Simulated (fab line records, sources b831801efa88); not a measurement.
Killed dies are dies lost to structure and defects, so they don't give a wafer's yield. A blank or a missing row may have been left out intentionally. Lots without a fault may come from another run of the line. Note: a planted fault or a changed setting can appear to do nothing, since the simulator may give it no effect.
Chamber matching	flow sky130	cmp-02 running SKY_CONTACT_CMP_27: 4 sister chambers
The step polishes, stops on SiO2, t overpolish 15 s, target thk 0 nm. 4 wafers are shown with their chamber, then 12 later ones without.

WAFERS PAIRED WITH THEIR CHAMBERS
wafer	chamber	motor current A (A)
L086.4	1	11.4
L087.5	0	13.4
L090.2	3	11.1
L090.6	2	9.5

WAFERS WITHOUT THEIR CHAMBER
wafer	motor current A (A)
L091.1	10.2
L091.4	14.7
L091.5	10.8
L093.1	10.8
L093.2	11.8
L093.5	10.7
L094.1	9.9
L094.5	10.7
L094.6	14.0
L096.1	11.2
L096.2	14.0
L096.5	10.4

CHAMBER TAKEN BY EACH
wafer	from the rows above	in truth
L091.1	can't be placed: 2 or 3 or 1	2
L091.4	0	0
L091.5	can't be placed: 3 or 1 or 2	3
L093.1	can't be placed: 3 or 1 or 2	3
L093.2	can't be placed: 1 or 3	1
L093.5	can't be placed: 3 or 1 or 2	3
L094.1	can't be placed: 2 or 3 or 1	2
L094.5	can't be placed: 3 or 1 or 2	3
L094.6	0	0
L096.1	can't be placed: 3 or 1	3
L096.2	0	0
L096.5	can't be placed: 3 or 2 or 1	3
Placed correctly: 3 of 12. Can't be placed from these rows: 9 (the true chamber is among the candidates in 9). Placed wrongly: 0.
How it was worked out, from the rows above alone: a wafer's distance from a chamber is the root of the sum, over the readings, of the square of ((its reading less the chamber's mean) divided by the reading's scatter). The wafer belongs to the nearest chamber; if the next one is less than 2 further off, it can't be placed. A chamber's mean is the mean of its shown wafers. The scatter: with one shown wafer a chamber, the root of the mean of the squares of how far each hidden wafer lies from its nearest shown one.
